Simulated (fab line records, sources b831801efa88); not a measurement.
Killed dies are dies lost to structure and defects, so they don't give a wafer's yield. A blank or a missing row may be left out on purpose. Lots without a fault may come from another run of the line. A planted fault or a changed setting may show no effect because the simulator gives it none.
Problem report in the 8D (eight disciplines) form, filled by code | flow sky130 | the parts of the form that need people (team, actions taken, sign-off) are left out

1. THE PROBLEM
oes_product_au at SKY_PAD_OPEN_ETCH_07 reads a mean of 0.879 a.u. on 5 wafers of 3 lots; wafers without a fault read 0.978 a.u. with a standard deviation of 0.0065. That is -15 standard deviations from the usual mean.
The step: etches the open film in CF4/O2, stops on AlCu, target depth 725 nm, time 161.1 s.
First seen on wafer L870.1, day 47 03:31, on rie_diel-04. The record holds 39 wafers of 13 lots with a number at this step. Rule for "out", or "out of limits": more than 4 standard deviations from the usual mean. The other wafers with a number count as sound.

2. WHAT IT IS AND WHAT IT IS NOT
question                    | is                                     | is not
which readings at this step | oes_product_au                         | drypump_motor_current_A
which lots                  | L870, L871, L872                       | L867, L869, L877, L881, L882, L884, L885, L887, L889, L890
which wafers of those lots  | L870.1, L870.6, L871.6, L872.1, L872.6 | L870.4, L871.3, L871.5, L872.4
read on which tools         | rie_diel-04                            | rie_diel-02, rie_diel-03
when                        | from day 47 03:31                      | up to then (7 sound wafers); but 27 sound wafers of L871, L872, L877, L881, L882, L884, L885, L887, L889, L890 came after

3. SUSPECTS, AND WHAT RULES EACH OUT
Counting: a tool at a process step up to the reading stays a suspect if it ran every lot that is out. Sound lots after the first of them don't rule it out here, since some wafers of a struck lot are sound.
- rie_diel-04 at SKY_PAD_OPEN_ETCH_07 (etches the open film in CF4/O2, stops on AlCu, target depth 725 nm, time 161.1 s): kept. It ran every lot that is out, first L870 (day 47 03:31); its last sound lot up to then is L867 (day 45 23:52). Its own readings are out on those wafers: oes_product_au.
Left after counting: rie_diel-04 at SKY_PAD_OPEN_ETCH_07.

4. THE CAUSE (what the simulator had put in)
Process parameter drift: rie_diel-04, from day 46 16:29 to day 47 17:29, at SKY_PAD_OPEN_ETCH_07. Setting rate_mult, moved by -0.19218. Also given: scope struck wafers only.
Counting left only this tool.

5. THE CHAIN OF EFFECTS, in route order
Each row: a reading whose mean over the struck wafers that have a number lies more than 3 standard deviations from the usual. Only readings for which the record gives a usual standard deviation are gone through. hours: the time from each lot's start at the first step in this table that gives one to its start at this step, as a median over the lots. sigmas: the change in usual standard deviations.
hours | step                 | reading            | usual      | on struck wafers | change | sigmas
0     | SKY_PAD_OPEN_ETCH_07 | oes_product_au     | 0.978 a.u. | 0.879            | -0.099 | -15
0     | SKY_PAD_OPEN_ETCH_07 | throttle_valve_pct | 5.965 %    | 5.936            | -0.029 | -3.1
The process steps in it:
- SKY_PAD_OPEN_ETCH_07: etches the open film in CF4/O2, stops on AlCu, target depth 725 nm, time 161.1 s.

6. WHAT WOULD HAVE CAUGHT IT SOONER
In this record the first reading out of limits was taken at day 47 03:31, 11 hours after the fault began at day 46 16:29.
